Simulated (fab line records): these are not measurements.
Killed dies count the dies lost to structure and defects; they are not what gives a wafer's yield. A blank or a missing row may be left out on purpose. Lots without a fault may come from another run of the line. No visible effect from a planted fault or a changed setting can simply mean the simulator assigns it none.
Matching of chambers -- flow gf180mcu -- GF_CONTACT_CMP_27 on cmp-02: 4 sister chambers
The step polishes, stops on SiO2, t overpolish 15 s, target thk 0 nm. 4 wafers are shown with their chamber, then 9 later ones without.

## EACH WAFER AND ITS CHAMBER
wafer,chamber,motorCurrentA (A)
L857.5,1,8.8
L869.3,2,12.9
L869.4,0,10.3
L869.5,3,12.3

## WAFERS WITHOUT THEIR CHAMBER
wafer,motorCurrentA (A)
L871.1,11.9
L871.2,12.5
L871.6,12.8
L872.1,9.0
L872.2,10.6
L872.6,13.1
L874.3,12.8
L874.5,9.0
L874.6,10.2

## THE CHAMBER EACH PASSED THROUGH
wafer,from the rows above,in truth
L871.1,3,3
L871.2,can't be placed: 3 or 2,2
L871.6,can't be placed: 2 or 3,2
L872.1,1,1
L872.2,0,0
L872.6,2,2
L874.3,can't be placed: 2 or 3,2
L874.5,1,1
L874.6,0,0
Correctly placed: 6 of 9. From these rows, 3 cannot be placed; in 3 the true chamber is one of the candidates. Number placed wrongly: 0.
How it was worked out, from the rows above alone: a wafer's distance from a chamber is the root of the sum, over the readings, of the square of ((its reading less the chamber's mean) divided by the reading's scatter). The wafer belongs to the nearest chamber; if the next one is less than 2 further off, it can't be placed. The mean given for a chamber averages the wafers shown for that chamber. The scatter: with one shown wafer a chamber, the root of the mean of the squares of how far each hidden wafer lies from its nearest shown one.
